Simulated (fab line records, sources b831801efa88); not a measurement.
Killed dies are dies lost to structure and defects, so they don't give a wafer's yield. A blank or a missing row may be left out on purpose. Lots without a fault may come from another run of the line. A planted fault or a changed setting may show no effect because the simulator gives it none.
fab line records | flow sky130
record lots=12 wafers=36 last_day=50
route steps=708 shown FIELD_ISO@15 PWDE@54 NWELL@73 POLY_GATE@231
lots that met no fault: from a run of the same line without faults
start_h: hours from the record's first day to the start of the lot's first wafer shown | wait_h: hours since the lot's step before | " the same as in the row above | L1.1+2: a row that stands for several wafers | - no value, or no start given | * or withheld: withheld | < > ~ a bound
route shown NAME@n: a module of which the file shows steps, and the number in the route of the first | usual: mean/standard deviation of fault-free wafers | same: alike in all rows | chamber/n: place in a boat | sites: the reading at each site | _std_site: their standard deviation | _edge_site: outer sites' mean less inner sites' | radius_mm: how far each site lies from the wafer's centre | mask NAME#n: copy n | behind: the tool/chamber that last shaped the wafer | hold: why the lot was held/for how many hours/how that ended | device: the transistor (n, p or np) that didn't switch | end of line: the same wafers' tests at the end of the route | a step without rows: its recipe alone | killed: dies lost to structure and defects at the first sort, not the wafer's yield | map: a wafer's dies, x killed, . not, _ none there
set.NAME: the setting as run; set.NAME@STEP: as run at that earlier step | model.NAME: the simulator's own value behind a step, which no gauge read
steps of the route over a sample of lots; a table a step, a row a wafer
services: from which hour (start_h, from the record's first day; less than 0 if before it) a tool's chamber was out of use, for how many hours, and why
## steps
# step SKY_FIELD_ISO_ETCH_14
# recipe chemistry=N2/H2 target=BARC ion_energy_ev=200 source_w=500 bias_w=100 pressure_mtorr=30 n2_flow_sccm=100 h2_flow_sccm=200 stop_on=SiO2 time_s=45.9 target_depth_a=600
# usual drypump_motor_current_A=5.7/0.45 oes_product_au=0.854/0.0044 throttle_valve_pct=13.224/0.0079
# columns lot.wafer tool chamber start_h wait_h drypump_motor_current_A oes_product_au rf_hours_counter_h throttle_valve_pct
L852.1 rie_diel-02 3 37.62 0.1 6.4 0.859 123 13.219
L852.2 " 2 " " 5.8 0.850 1 13.214
L852.6 " 2 " " 5.8 0.858 - 13.240
L853.4 rie_diel-01 1 43.82 0.0 5.0 0.857 167 13.226
L853.5 " 2 " " 5.5 0.857 - 13.246
L853.6 " 3 " " 6.1 0.846 - 13.224
L854.3 rie_diel-04 3 47.27 0.1 5.5 0.860 57 13.226
L854.5 " 1 " " 5.0 0.854 - 13.211
L854.6 " 3 " " 5.4 0.854 - 13.225
L855.1 rie_diel-04 3 51.35 0.1 5.5 0.847 57 13.233
L855.4 " 2 " " 5.7 0.856 0 13.205
L855.6 " 0 " " 5.5 0.850 - 13.233
L858.2 rie_diel-02 1 70.30 0.1 5.3 0.848 5 13.230
L858.4 " 1 " " 5.2 0.851 - 13.221
L858.6 " 3 " " 6.4 0.855 - 13.224
L859.1 rie_diel-04 2 72.27 0.1 5.7 0.850 0 13.217
L859.2 " 0 " " 5.5 0.855 150 13.237
L859.5 " 2 " " 5.7 0.853 - 13.221
L861.4 rie_diel-04 2 82.67 0.0 5.7 0.856 0 13.234
L861.5 " 3 " " 5.4 0.863 - 13.210
L861.6 " 0 " " 5.5 0.855 - 13.221
L862.2 rie_diel-02 1 89.17 0.1 5.3 0.853 5 13.230
L862.4 " 0 " " 6.2 0.852 124 13.217
L862.6 " 0 " " 6.2 0.857 - 13.215
L863.2 rie_diel-04 0 93.62 0.1 5.6 0.846 151 13.220
L863.3 " 1 " " 5.0 0.859 7 13.217
L863.6 " 2 " " 5.7 0.863 - 13.226
L866.3 rie_diel-04 1 110.62 0.1 5.0 0.860 7 13.224
L866.4 " 3 " " 5.5 0.860 58 13.216
L866.6 " 1 " " 5.0 0.847 - 13.228
L869.1 rie_diel-02 3 121.92 0.1 6.4 0.855 125 13.226
L869.2 " 0 " " 6.2 0.854 125 13.230
L869.6 " 0 " " 6.2 0.853 - 13.218
L872.2 rie_diel-04 0 138.77 0.1 5.5 0.863 151 13.219
L872.3 " 3 " " 5.5 0.852 59 13.237
L872.4 " 2 " " 5.7 0.854 1 13.224
# step SKY_PWDE_STRIP_09
# recipe chemistry=O2/N2 power_w=1400 pressure_mtorr=1500 platen_temp_c=withheld o2_flow_sccm=3000 n2_flow_sccm=300 overash_fraction=0.5
# usual drypump_motor_current_A=5.5/0.39 o2_flow_sccm=2999/9.1 oes_product_au=0.722/0.0048 strip_time_to_endpoint_s=36.94/0.094
# columns lot.wafer tool chamber start_h wait_h drypump_motor_current_A o2_flow_sccm oes_product_au rf_hours_counter_h strip_time_to_endpoint_s
L852.1 plasma_asher-01 0 77.62 0.1 5.7 2999 0.721 25 36.86
L852.2 " 1 " " 5.3 2987 0.716 25 36.94
L852.6 " 1 " " 5.3 2989 0.732 - 37.03
L854.3 plasma_asher-02 0 90.86 0.1 5.8 2995 0.714 - 37.08
L854.5 " 0 " " 5.8 2994 0.735 - 37.04
L854.6 " 1 " " 6.0 3008 0.720 - 37.05
L853.4 plasma_asher-01 1 91.21 0.1 5.3 3002 0.722 - 36.96
L853.5 " 1 " " 5.3 3003 0.712 - 36.94
L853.6 " 0 " " 5.7 2983 0.720 - 37.01
L855.1 plasma_asher-02 0 97.78 0.1 5.8 3004 0.720 39 36.97
L855.4 " 1 " " 6.0 2999 0.727 - 37.06
L855.6 " 1 " " 6.0 3007 0.726 - 37.01
L858.2 plasma_asher-04 0 115.07 0.1 5.6 2984 0.727 41 36.95
L858.4 " 0 " " 5.6 2992 0.719 - 36.94
L858.6 " 0 " " 5.6 3008 0.725 - 37.00
L859.1 plasma_asher-01 0 120.18 0.1 5.7 2992 0.716 29 36.92
L859.2 " 1 " " 5.3 2996 0.729 29 36.92
L859.5 " 1 " " 5.3 2997 0.730 - 36.93
L861.4 plasma_asher-02 0 129.00 0.1 5.8 2998 0.715 - 37.11
L861.5 " 0 " " 5.8 3006 0.722 - 36.93
L861.6 " 1 " " 6.1 2987 0.726 - 37.04
L862.2 plasma_asher-01 0 131.97 0.1 5.7 2980 0.726 30 36.99
L862.4 " 1 " " 5.3 3006 0.723 - 36.91
L862.6 " 1 " " 5.3 3006 0.715 - 36.97
L863.2 plasma_asher-04 0 138.17 0.1 5.6 2992 0.723 43 36.83
L863.3 " 1 " " 4.9 3007 0.724 - 37.04
L863.6 " 1 " " 4.9 2998 0.723 - 36.95
L866.3 plasma_asher-02 0 159.45 0.1 5.8 3000 0.720 - 37.17
L866.4 " 1 " " 6.1 2998 0.715 - 37.16
L866.6 " 0 " " 5.8 2976 0.718 - 37.08
L869.1 plasma_asher-02 0 177.82 0.1 5.8 2999 0.725 47 37.03
L869.2 " 1 " " 6.0 3002 0.724 47 37.00
L869.6 " 0 " " 5.8 2991 0.720 - 37.03
L872.2 plasma_asher-02 1 189.77 0.1 6.0 3004 0.721 48 36.95
L872.3 " 1 " " 6.1 3005 0.727 - 36.90
L872.4 " 0 " " 5.8 3013 0.724 - 36.95
# step SKY_NWELL_EXPOSE_20
# recipe mask_id=NWM_COMPLEMENT na=0.6 source_shape=conventional sigma_outer=0.6 polarization=unpolarized target_cd_nm=840 dose_mj=260
# columns lot.wafer tool chamber start_h wait_h mask
L852.1+2+6 iline_stepper-02 0 104.70 - NWM_COMPLEMENT#0
L854.3+5+6 iline_stepper-02 0 120.02 - NWM_COMPLEMENT#0
L853.4+5+6 iline_stepper-02 0 120.69 - NWM_COMPLEMENT#0
L855.1+4+6 iline_stepper-01 0 126.97 - NWM_COMPLEMENT#0
L858.2+4+6 iline_stepper-01 0 144.37 - NWM_COMPLEMENT#0
L859.1+2+5 iline_stepper-01 0 148.83 - NWM_COMPLEMENT#0
L861.4+5+6 iline_stepper-01 0 159.27 - NWM_COMPLEMENT#0
L862.2+4+6 iline_stepper-01 0 160.20 - NWM_COMPLEMENT#0
L863.2+3+6 iline_stepper-02 0 168.49 - NWM_COMPLEMENT#0
L866.3+4+6 iline_stepper-01 0 191.56 - NWM_COMPLEMENT#0
L869.1+2+6 iline_stepper-02 0 209.58 - NWM_COMPLEMENT#0
L872.2+3+4 iline_stepper-02 0 223.53 - NWM_COMPLEMENT#0
# step SKY_NWELL_OVL_MEAS_23
# usual NWELL_01_OVL=-0.7/1.4
# columns lot.wafer tool chamber start_h wait_h NWELL_01_OVL[nm]
L852.1 overlay-02 - 113.64 - 0.3
L852.2 " - " " 0.7
L852.6 " - " " 1.1
L854.3 overlay-01 - 128.76 - 0.3
L854.5 " - " " 0.1
L854.6 " - " " -0.1
L853.4 overlay-02 - 129.36 - -1.1
L853.5 " - " " -1.7
L853.6 " - " " -2.6
L855.1 overlay-02 - 136.18 - -0.6
L855.4 " - " " -1.7
L855.6 " - " " -1.9
L858.2 overlay-02 - 152.81 - -2.8
L858.4 " - " " -3.6
L858.6 " - " " -3.9
L859.1 overlay-02 - 158.05 - 95.0
L859.2 " - " " 95.0
L859.5 " - " " 95.4
L861.4 overlay-02 - 169.42 - 94.8
L861.5 " - " " 94.5
L861.6 " - " " 93.6
L862.2 overlay-01 - 170.54 - 91.9
L862.4 " - " " 92.3
L862.6 " - " " 93.6
L863.2 overlay-01 - 179.09 - 1.1
L863.3 " - " " 0.7
L863.6 " - " " -0.9
L866.3 overlay-02 - 200.94 - 94.0
L866.4 " - " " 95.8
L866.6 " - " " 95.0
L869.1 overlay-02 - 221.14 - -2.2
L869.2 " - " " -0.9
L869.6 " - " " -2.6
L872.2 overlay-02 - 235.64 - -3.0
L872.3 " - " " -1.8
L872.4 " - " " -2.0
# step SKY_POLY_GATE_ETCH_17
# recipe target_depth_nm=180 stop_on=SiO2 over_etch_frac=0.56667 chemistry=HBr/Cl2 target=poly-Si icp_w=400 bias_w=100 pressure_mtorr=10 HBr_flow_sccm=150 Cl2_flow_sccm=50 time_s=70.5
# usual HBr_flow_sccm=150.0/0.46 drypump_motor_current_A=5.6/0.47 oes_product_au=0.983/0.0071 throttle_valve_pct=33.684/0.0088
# columns lot.wafer tool chamber start_h wait_h HBr_flow_sccm drypump_motor_current_A oes_product_au rf_hours_counter_h throttle_valve_pct
L852.1 rie_si-02 2 389.53 0.0 150.7 5.9 0.982 1 33.677
L852.2 " 1 " " 149.5 5.5 0.984 0 33.677
L852.6 " 1 " " 149.6 5.4 0.977 - 33.684
L854.3 rie_si-02 3 411.38 0.0 149.9 6.0 0.992 20 33.675
L854.5 " 3 " " 149.2 6.1 0.986 - 33.690
L854.6 " 1 " " 149.9 5.4 0.991 - 33.680
L853.4 rie_si-01 3 414.80 0.0 150.0 6.2 0.983 4 33.697
L853.5 " 2 " " 149.9 5.2 0.972 - 33.689
L853.6 " 1 " " 149.7 5.8 0.979 - 33.681
L855.1 rie_si-01 1 426.27 0.0 150.3 5.8 0.968 1 33.688
L855.4 " 3 " " 149.4 6.2 0.981 4 33.677
L855.6 " 2 " " 150.0 5.2 0.968 - 33.686
L858.2 rie_si-02 0 449.77 0.0 150.0 4.8 1.000 3 33.697
L858.4 " 1 " " 150.3 5.4 0.985 1 33.677
L858.6 " 2 " " 149.7 5.9 0.987 - 33.694
L859.1 rie_si-02 0 464.43 0.0 150.2 4.8 0.987 3 33.694
L859.2 " 3 " " 150.1 6.1 0.979 21 33.691
L859.5 " 3 " " 149.7 6.0 0.981 - 33.698
L861.4 rie_si-01 0 477.57 0.0 149.8 5.5 0.971 1 33.676
L861.5 " 2 " " 149.0 5.2 0.971 - 33.691
L861.6 " 1 " " 149.9 5.8 0.972 - 33.663
L862.2 rie_si-02 0 495.18 0.0 150.4 4.8 0.973 4 33.682
L862.4 " 3 " " 150.7 6.1 0.977 - 33.676
L862.6 " 0 " " 150.7 4.8 0.975 - 33.691
L863.2 rie_si-02 0 495.53 0.0 149.8 4.8 0.984 4 33.670
L863.3 " 2 " " 149.6 5.9 0.993 2 33.692
L863.6 " 2 " " 149.5 5.9 0.991 - 33.683
L866.3 rie_si-02 3 521.58 0.0 150.4 6.0 0.985 21 33.691
L866.4 " 0 " " 150.4 4.8 0.981 4 33.678
L866.6 " 2 " " 150.2 5.9 0.977 - 33.684
L869.1 rie_si-01 3 548.17 0.0 150.2 6.2 0.970 5 33.680
L869.2 " 1 " " 149.7 5.8 0.984 1 33.682
L869.6 " 3 " " 150.4 6.3 0.988 - 33.679
L872.2 rie_si-02 2 566.68 0.0 149.1 5.9 0.994 2 33.678
L872.3 " 3 " " 150.3 6.0 0.994 21 33.685
L872.4 " 0 " " 149.8 4.8 0.983 4 33.685
## services
# columns tool chamber start_h hours kind
rie_si-02 - 42.44 0.4 repair
rie_si-02 2 51.32 3.0 repair
rie_si-02 0 51.45 5.5 repair
iline_stepper-01 - 57.89 4.4 pm
iline_stepper-01 - 64.36 1.7 pm
iline_stepper-02 - 71.91 1.7 pm
iline_stepper-02 - 78.03 1.3 repair
rie_si-02 3 145.25 2.1 repair
rie_diel-04 2 148.33 10.4 repair
rie_diel-04 - 154.74 2.8 pm
iline_stepper-01 - 164.69 25.0 repair
rie_diel-04 2 174.99 41.2 repair
iline_stepper-02 - 257.62 3.1 repair
rie_diel-04 1 259.46 3.9 repair
rie_si-02 - 269.96 15.6 pm
iline_stepper-01 - 282.54 1.7 pm
rie_diel-04 3 283.06 3.9 repair
iline_stepper-02 - 290.00 1.7 pm
rie_diel-04 - 313.40 1.1 repair
rie_si-02 0 410.51 1.6 repair
rie_diel-04 1 477.71 2.5 repair
rie_si-02 1 478.83 25.0 repair
rie_diel-04 - 527.78 0.2 repair
rie_diel-04 3 536.80 3.2 repair
## key
first_sign step=SKY_NWELL_OVL_MEAS_23 reading=NWELL_01_OVL direction=up sigmas=67 usual=-0.7 struck=94.2
effect none on later readings
met_at SKY_NWELL_EXPOSE_20
struck_lots L859,L861,L862,L866
tester_left_out L859,L861,L862,L866
not_acting_at SKY_FIELD_ISO_ETCH_14,SKY_PWDE_STRIP_09,SKY_POLY_GATE_ETCH_17
onset_between 144.37 148.83
fault kind=scanner_matching_overlay tool=iline_stepper-01 chamber=- onset_h=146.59 steps=SKY_NWELL_EXPOSE_20 offset=95.606
# tester_left_out: of these lots the tester's yield and bins aren't shown, on N5 and GAA mostly nor the transistor test; their killed dies are dies lost to structure and defects alone, not to doping, threshold or leakage, so they don't give the yield
